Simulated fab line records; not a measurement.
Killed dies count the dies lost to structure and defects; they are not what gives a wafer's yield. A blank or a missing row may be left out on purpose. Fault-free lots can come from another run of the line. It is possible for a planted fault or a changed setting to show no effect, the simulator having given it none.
One fault seen from 2 desks / flow sky130 / what lay behind the numbers comes last; until then each desk has only its own

== THE METROLOGY DESK ==
Means of the sampled wafers that have a number, per lot and without regard to the tool the lot ran on: this is what the gauges read. If a lot's mean is further than 4 standard deviations from the usual mean, the lot is out of limits and carries the mark OUT (the distance appears in the brackets).
Columns: A = NWELL_RS at SKY_NWELL_RS_MEAS_29, usual 624.7 ohm/sq; B = cd nm at SKY_VT_ADJUST_NCORE_CD_MEAS_07, usual 379 nm; C = VT_ADJUST_HVTR_TW at SKY_VT_ADJUST_HVTR_TW_MEAS_11, usual 212.7
lot=L488; first seen here=day 5 13:17; A=626.0; B=378; C=213.2
lot=L492; first seen here=day 6 14:57; A=625.2; B=382; C=212.3
lot=L491; first seen here=day 6 16:04; A=624.7; B=372; C=214.7
lot=L495; first seen here=day 7 20:05; A=625.7; B=382; C=211.7
lot=L497; first seen here=day 7 21:49; A=623.4; B=383; C=212.0
lot=L498; first seen here=day 8 06:48; A=623.2; B=377; C=210.4
lot=L500; first seen here=day 8 13:11; A=621.9; B=380; C=214.4
lot=L499; first seen here=day 8 14:07; A=623.9; B=381; C=211.7
lot=L502; first seen here=day 9 03:24; A=628.0; B=378; C=212.5
lot=L503; first seen here=day 9 03:47; A=626.4; B=380; C=212.0
lot=L510; first seen here=day 10 19:20; A=598.8 (-15) OUT; B=381; C=213.1
lot=L511; first seen here=day 11 06:00; A=596.1 (-17) OUT; B=381; C=212.6
This desk reports L510, L511 out of limits; the earliest was L510 at day 10 19:20 (NWELL_RS at SKY_NWELL_RS_MEAS_29). L488, L492, L491, L495, L497, L498, L500, L499, L502, L503: within limits.

== AT THE TOOL OWNER'S DESK: implanter-04 ==
SKY_NWELL_IMPLANT_11, tool's own readings: per-lot mean of the sampled wafers with a number, covering each lot this tool ran. If a lot's mean is further than 4 standard deviations from the usual mean, the lot is out of limits and carries the mark OUT (the distance appears in the brackets).
Columns: A = beam energy keV at SKY_NWELL_IMPLANT_11, usual 400.00
lot=L492; first seen here=day 5 19:58; A=399.96
lot=L499; first seen here=day 7 16:55; A=400.03
lot=L503; first seen here=day 8 06:01; A=400.01
lot=L510; first seen here=day 9 20:11; A=485.52 (+99 or more) OUT
lot=L511; first seen here=day 10 06:41; A=485.44 (+99 or more) OUT
This desk's verdict: out of limits on L510, L511, starting with L510 at day 9 20:11 (beam energy keV at SKY_NWELL_IMPLANT_11). L492, L499, L503: within limits.

== ALL TOGETHER ==
The tool owner's desk had the chance to raise an alarm at day 9 20:11 on L510, L511.
The metrology desk could have raised an alarm at day 10 19:20, on L510, L511.
Every lot named ran SKY_NWELL_IMPLANT_11 on implanter-04.

== WHAT THE SIMULATOR PUT IN ==
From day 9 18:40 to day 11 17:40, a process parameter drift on implanter-04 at SKY_NWELL_IMPLANT_11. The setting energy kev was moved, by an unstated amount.
Shown lots that were struck: L510, L511.
Time in hours from fault onset to the first out-of-limits reading at each desk: tool owner's desk 2, metrology desk 25.
